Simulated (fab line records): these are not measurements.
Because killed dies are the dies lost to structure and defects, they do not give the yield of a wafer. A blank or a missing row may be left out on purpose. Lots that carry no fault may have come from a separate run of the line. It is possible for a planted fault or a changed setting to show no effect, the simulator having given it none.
Chamber matching || flow gf180mcu || GF_V5_CVD_02 on pecvd-03 has 3 sister chambers
The step deposits SiO2 from TEOS, target thk 1450 nm, time 163.28 s. 6 wafers are shown with their chamber, then 7 later ones without.

## WAFERS WITH THEIR CHAMBER
{"wafer": "L078.6", "chamber": 0, "heaterPowerW (W)": 504, "heaterPowerOuterW (W)": 277}
{"wafer": "L082.1", "chamber": 1, "heaterPowerW (W)": 726, "heaterPowerOuterW (W)": 404}
{"wafer": "L082.2", "chamber": 2, "heaterPowerW (W)": 803, "heaterPowerOuterW (W)": 476}
{"wafer": "L082.5", "chamber": 2, "heaterPowerW (W)": 864, "heaterPowerOuterW (W)": 531}
{"wafer": "L083.1", "chamber": 1, "heaterPowerW (W)": 692, "heaterPowerOuterW (W)": 394}
{"wafer": "L083.2", "chamber": 0, "heaterPowerW (W)": 633, "heaterPowerOuterW (W)": 367}

## WAFERS WHOSE CHAMBER IS MISSING
{"wafer": "L083.4", "heaterPowerW (W)": 509, "heaterPowerOuterW (W)": 274}
{"wafer": "L086.2", "heaterPowerW (W)": 878, "heaterPowerOuterW (W)": 551}
{"wafer": "L086.4", "heaterPowerW (W)": 502, "heaterPowerOuterW (W)": 276}
{"wafer": "L086.5", "heaterPowerW (W)": 786, "heaterPowerOuterW (W)": 470}
{"wafer": "L089.1", "heaterPowerW (W)": 767, "heaterPowerOuterW (W)": 456}
{"wafer": "L089.2", "heaterPowerW (W)": 545, "heaterPowerOuterW (W)": 299}
{"wafer": "L089.3", "heaterPowerW (W)": 865, "heaterPowerOuterW (W)": 527}

## CHAMBER TAKEN BY EACH
{"wafer": "L083.4", "from the rows above": 0, "in truth": 0}
{"wafer": "L086.2", "from the rows above": 2, "in truth": 2}
{"wafer": "L086.4", "from the rows above": 0, "in truth": 0}
{"wafer": "L086.5", "from the rows above": "can't be placed: 2 or 1", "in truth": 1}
{"wafer": "L089.1", "from the rows above": "can't be placed: 2 or 1", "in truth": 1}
{"wafer": "L089.2", "from the rows above": 0, "in truth": 0}
{"wafer": "L089.3", "from the rows above": 2, "in truth": 2}
Placed correctly: 5 of 7. Unplaceable from these rows: 2, with the true chamber sitting among the candidates in 2. Wrongly placed: 0.
How it was worked out, from the rows above alone: a wafer's distance from a chamber is the root of the sum, over the readings, of the square of ((its reading less the chamber's mean) divided by the reading's scatter). If the next closest chamber is less than 2 further off than the closest, the wafer can't be placed; otherwise it belongs to the closest. For every chamber, the mean is computed from those of its wafers that are shown. How the scatter is found: for the shown wafers, subtract from each reading the mean of its chamber, square and add these, divide the total by (wafers less chambers), then take the root.
